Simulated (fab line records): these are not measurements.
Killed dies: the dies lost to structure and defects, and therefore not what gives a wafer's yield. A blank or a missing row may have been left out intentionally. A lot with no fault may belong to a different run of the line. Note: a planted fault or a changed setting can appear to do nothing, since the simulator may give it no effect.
Which tool is to blame? / flow gf180mcu / 42 wafers from 14 lots sampled at 3 of the route's 602 steps

WHAT EACH GAUGE READ, for each wafer
GF_V5_OVL_MEAS_15. Usual: V5_OVL -1 nm, standard deviation 5.
lot=L270; measured=day 27 08:53; on=overlay-01; V5_OVL (nm)=5 6 2; flag=
lot=L271; measured=day 27 19:20; on=overlay-01; V5_OVL (nm)=-1 2 -3; flag=
lot=L272; measured=day 28 00:49; on=overlay-02; V5_OVL (nm)=-4 -2 3; flag=
lot=L273; measured=day 28 11:44; on=overlay-01; V5_OVL (nm)=1 6 -1; flag=
lot=L274; measured=day 28 20:53; on=overlay-02; V5_OVL (nm)=-1 -4 -5; flag=
lot=L275; measured=day 28 23:53; on=overlay-02; V5_OVL (nm)=-3 3 -1; flag=
lot=L276; measured=day 29 10:13; on=overlay-01; V5_OVL (nm)=1 12 12; flag=
lot=L277; measured=day 29 14:46; on=overlay-01; V5_OVL (nm)=0 4 -4; flag=
lot=L278; measured=day 30 01:20; on=overlay-02; V5_OVL (nm)=1 8 3; flag=
lot=L281; measured=day 31 01:08; on=overlay-01; V5_OVL (nm)=-4 3 -4; flag=
lot=L288; measured=day 32 16:02; on=overlay-02; V5_OVL (nm)=12 3 1; flag=
lot=L290; measured=day 33 04:41; on=overlay-02; V5_OVL (nm)=-8 -14 -6; flag=
lot=L291; measured=day 33 11:23; on=overlay-01; V5_OVL (nm)=-2 0 -3; flag=
lot=L292; measured=day 33 17:11; on=overlay-01; V5_OVL (nm)=-10 -10 -8; flag=

GF_TOP_METAL_RS_MEAS_05: a four-point-probe measurement. Usual: TOP_METAL_ALCU_RS 0.0328 ohm/sq, standard deviation 0.00036.
lot=L270; measured=day 27 10:32; on=film metro-03; TOP_METAL_ALCU_RS (ohm/sq)=0.0329 0.0330 0.0328; flag=
lot=L271; measured=day 27 20:59; on=film metro-04; TOP_METAL_ALCU_RS (ohm/sq)=0.0327 0.0325 0.0327; flag=
lot=L272; measured=day 28 02:27; on=film metro-04; TOP_METAL_ALCU_RS (ohm/sq)=0.0323 0.0322 0.0325; flag=
lot=L273; measured=day 28 13:22; on=film metro-03; TOP_METAL_ALCU_RS (ohm/sq)=0.0328 0.0325 0.0324; flag=
lot=L274; measured=day 28 22:32; on=film metro-03; TOP_METAL_ALCU_RS (ohm/sq)=0.0324 0.0323 0.0325; flag=
lot=L275; measured=day 29 01:34; on=film metro-03; TOP_METAL_ALCU_RS (ohm/sq)=0.0326 0.0323 0.0323; flag=
lot=L276; measured=day 29 11:52; on=film metro-03; TOP_METAL_ALCU_RS (ohm/sq)=0.0328 0.0327 0.0331; flag=
lot=L277; measured=day 29 16:30; on=film metro-01; TOP_METAL_ALCU_RS (ohm/sq)=0.0323 0.0324 0.0321; flag=
lot=L278; measured=day 30 03:02; on=film metro-03; TOP_METAL_ALCU_RS (ohm/sq)=0.0331 0.0331 0.0326; flag=
lot=L281; measured=day 31 02:56; on=film metro-03; TOP_METAL_ALCU_RS (ohm/sq)=0.0325 0.0327 0.0326; flag=
lot=L288; measured=day 32 17:41; on=film metro-01; TOP_METAL_ALCU_RS (ohm/sq)=0.0333 0.0332 0.0332; flag=
lot=L290; measured=day 33 06:22; on=film metro-03; TOP_METAL_ALCU_RS (ohm/sq)=0.0327 0.0326 0.0323; flag=
lot=L291; measured=day 33 13:17; on=film metro-04; TOP_METAL_ALCU_RS (ohm/sq)=0.0332 0.0332 0.0333; flag=
lot=L292; measured=day 33 18:51; on=film metro-04; TOP_METAL_ALCU_RS (ohm/sq)=0.0328 0.0325 0.0327; flag=

WHICH TOOL RAN EACH LOT (tool, then ch and the chambers of the sampled wafers, then the start)
lot=L270; GF_TOP_METAL_SPUTTER_01=pvd sputter-04, day 27 10:24
lot=L271; GF_TOP_METAL_SPUTTER_01=pvd sputter-01, day 27 20:51
lot=L272; GF_TOP_METAL_SPUTTER_01=pvd sputter-01, day 28 02:20
lot=L273; GF_TOP_METAL_SPUTTER_01=pvd sputter-01, day 28 13:15
lot=L274; GF_TOP_METAL_SPUTTER_01=pvd sputter-02, day 28 22:23
lot=L275; GF_TOP_METAL_SPUTTER_01=pvd sputter-01, day 29 01:24
lot=L276; GF_TOP_METAL_SPUTTER_01=pvd sputter-04, day 29 11:44
lot=L277; GF_TOP_METAL_SPUTTER_01=pvd sputter-02, day 29 16:17
lot=L278; GF_TOP_METAL_SPUTTER_01=pvd sputter-04, day 30 02:53
lot=L281; GF_TOP_METAL_SPUTTER_01=pvd sputter-02, day 31 02:46
lot=L288; GF_TOP_METAL_SPUTTER_01=pvd sputter-04, day 32 17:32
lot=L290; GF_TOP_METAL_SPUTTER_01=pvd sputter-02, day 33 06:11
lot=L291; GF_TOP_METAL_SPUTTER_01=pvd sputter-04, day 33 13:08
lot=L292; GF_TOP_METAL_SPUTTER_01=pvd sputter-01, day 33 18:44
- GF_TOP_METAL_SPUTTER_01: material TiN, target thk 30 nm, time 25 s.

WHAT THE TOOLS THEMSELVES READ (means of the sampled wafers that have a number; where no wafer has one, the mark that the record gives instead)
GF_TOP_METAL_SPUTTER_01. Usual: throttle valve pct at 29.7 %, with a standard deviation of 1.
lot=L270; tool=pvd sputter-04; throttle valve pct (%)=28.8; flag=
lot=L271; tool=pvd sputter-01; throttle valve pct (%)=30.5; flag=
lot=L272; tool=pvd sputter-01; throttle valve pct (%)=29.8; flag=
lot=L273; tool=pvd sputter-01; throttle valve pct (%)=29.8; flag=
lot=L274; tool=pvd sputter-02; throttle valve pct (%)=29.2; flag=
lot=L275; tool=pvd sputter-01; throttle valve pct (%)=29.7; flag=
lot=L276; tool=pvd sputter-04; throttle valve pct (%)=28.9; flag=
lot=L277; tool=pvd sputter-02; throttle valve pct (%)=30.4; flag=
lot=L278; tool=pvd sputter-04; throttle valve pct (%)=28.8; flag=
lot=L281; tool=pvd sputter-02; throttle valve pct (%)=29.7; flag=
lot=L288; tool=pvd sputter-04; throttle valve pct (%)=29.3; flag=
lot=L290; tool=pvd sputter-02; throttle valve pct (%)=30.3; flag=
lot=L291; tool=pvd sputter-04; throttle valve pct (%)=28.4; flag=
lot=L292; tool=pvd sputter-01; throttle valve pct (%)=30.3; flag=

THE ANSWER, worked out from the rows above alone
Rule: a lot counts as off when the mean over its wafers that have a number is more than 3 standard deviations away from the usual mean. A lot without any number at a reading at which 4 lots or more have one is off too. All remaining lots with rows at the step are treated as sound. First the gauges in route order, then the tools' own readings, where a lot's mean is used as printed above. The first step at which some lot is off is used, and at that step the reading that is off furthest; a lot without a number counts as furthest.
None of the lots is off at any reading shown; this tells nothing.

WHAT HAD BEEN PUT IN BY THE SIMULATOR
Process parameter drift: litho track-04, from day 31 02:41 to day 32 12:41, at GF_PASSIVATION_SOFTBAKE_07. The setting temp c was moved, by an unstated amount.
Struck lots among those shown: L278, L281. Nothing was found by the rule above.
